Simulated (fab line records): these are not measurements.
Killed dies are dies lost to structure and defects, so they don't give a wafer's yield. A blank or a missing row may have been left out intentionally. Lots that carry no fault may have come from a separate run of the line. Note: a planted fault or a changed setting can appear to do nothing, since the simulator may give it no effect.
Matching of chambers / flow gf180mcu / GF_SAB_ETCH_11 on rieDiel-04 has 4 sister chambers
The step etches SiO2 in C4F8/O2/Ar, target depth 55 nm, time 8.5 s. 4 wafers are shown with their chamber, then 7 later ones without.

## WAFERS, EACH WITH ITS CHAMBER
wafer=L867.1; chamber=1; oesProductAu (a.u.)=0.992
wafer=L867.6; chamber=2; oesProductAu (a.u.)=0.980
wafer=L868.1; chamber=3; oesProductAu (a.u.)=1.000
wafer=L868.4; chamber=0; oesProductAu (a.u.)=1.016

## WAFERS WITHOUT THEIR CHAMBER
wafer=L868.6; oesProductAu (a.u.)=1.011
wafer=L869.3; oesProductAu (a.u.)=0.980
wafer=L869.4; oesProductAu (a.u.)=0.998
wafer=L869.5; oesProductAu (a.u.)=0.999
wafer=L870.1; oesProductAu (a.u.)=1.000
wafer=L870.2; oesProductAu (a.u.)=0.992
wafer=L870.5; oesProductAu (a.u.)=0.996

## CHAMBER TAKEN BY EACH
wafer=L868.6; from the rows above=0; in truth=0
wafer=L869.3; from the rows above=2; in truth=2
wafer=L869.4; from the rows above=can't be placed: 3 or 1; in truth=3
wafer=L869.5; from the rows above=3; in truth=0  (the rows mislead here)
wafer=L870.1; from the rows above=3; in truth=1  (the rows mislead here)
wafer=L870.2; from the rows above=1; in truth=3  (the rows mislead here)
wafer=L870.5; from the rows above=can't be placed: 1 or 3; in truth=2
Correct placement for 2 of the 7. From these rows, 2 cannot be placed; in 1 the true chamber is one of the candidates. Wrongly placed: 3.
How it was worked out, from the rows above alone: a wafer's distance from a chamber is the root of the sum, over the readings, of the square of ((its reading less the chamber's mean) divided by the reading's scatter). The wafer belongs to the nearest chamber; if the next one is less than 2 further off, it can't be placed. The mean given for a chamber averages the wafers shown for that chamber. The scatter: with one shown wafer a chamber, the root of the mean of the squares of how far each hidden wafer lies from its nearest shown one.
